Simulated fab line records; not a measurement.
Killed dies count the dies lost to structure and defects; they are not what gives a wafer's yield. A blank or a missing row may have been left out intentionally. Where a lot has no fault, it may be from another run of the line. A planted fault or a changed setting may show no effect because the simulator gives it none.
Code-filled problem report in 8D (eight disciplines) form :: flow gf180mcu :: the parts of the form that need people (team, actions taken, sign-off) are left out

== 1. THE PROBLEM ==
At GF_SAB_ETCH_11, oes_product_au averages 1.358 a.u. over 9 wafers from 3 lots, while fault-free wafers read 0.999 a.u., standard deviation 0.0097. That is +37 standard deviations from the usual mean.
The step: etches SiO2 in C4F8/O2/Ar, target depth 55 nm, time 8.5 s.
First seen on wafer L935.1, day 19 18:58, on rie_diel-03. Wafers with a number at this step in the record: 21, from 7 lots. Rule for "out" (also "out of limits"): further than 4 standard deviations from the usual mean. The other wafers with a number count as sound.

== 2. WHAT IT IS AND WHAT IT IS NOT ==
question: which readings at this step
is: oes_product_au
is not: -

question: which lots
is: L935, L936, L937
is not: L925, L928, L942, L943

question: which wafers of those lots
is: all that have a number
is not: -

question: read on which tools
is: rie_diel-03
is not: rie_diel-01, rie_diel-04

question: when
is: from day 19 18:58
is not: up to then (6 sound wafers); but 6 sound wafers of L942, L943 came after

== 3. WHAT RULES OUT EACH SUSPECT ==
Counting: a tool stays on the suspect list if, at a process step up to the reading, it processed all lots that are out and no sound lot following the first of them.
- rie_diel-03 at GF_SAB_ETCH_11 (etches SiO2 in C4F8/O2/Ar, target depth 55 nm, time 8.5 s): kept. All lots that are out passed through it, beginning with L935 at day 19 18:58, and no sound lot followed; its final sound lot before that point was L925 at day 16 05:04. Out on those wafers are its own readings of oes_product_au.
The count leaves rie_diel-03 at GF_SAB_ETCH_11.

== 4. THE CAUSE (what the simulator had put in) ==
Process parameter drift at GF_SAB_ETCH_11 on rie_diel-03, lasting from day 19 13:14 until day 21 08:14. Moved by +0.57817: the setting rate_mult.
Only this tool survived the counting.

== 5. SEQUENCE OF EFFECTS, ordered by route ==
One row per reading whose mean, taken over the struck wafers that have a number, lies over 3 standard deviations from the usual. Only readings whose record carries a usual standard deviation are examined. hours: median over the lots of the time between each lot's start at the first step of this table that gives one and its start at this step. sigmas: the change, counted in usual standard deviations.
hours: 0
step: GF_SAB_ETCH_11
reading: oes_product_au
usual: 0.999 a.u.
on struck wafers: 1.358
change: +0.359
sigmas: +37
Its process steps:
- GF_SAB_ETCH_11: etches SiO2 in C4F8/O2/Ar, target depth 55 nm, time 8.5 s.

== 6. WHAT WOULD HAVE CAUGHT IT SOONER ==
First out-of-limits reading in this record: day 19 18:58, which is 6 hours after fault onset at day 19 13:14.
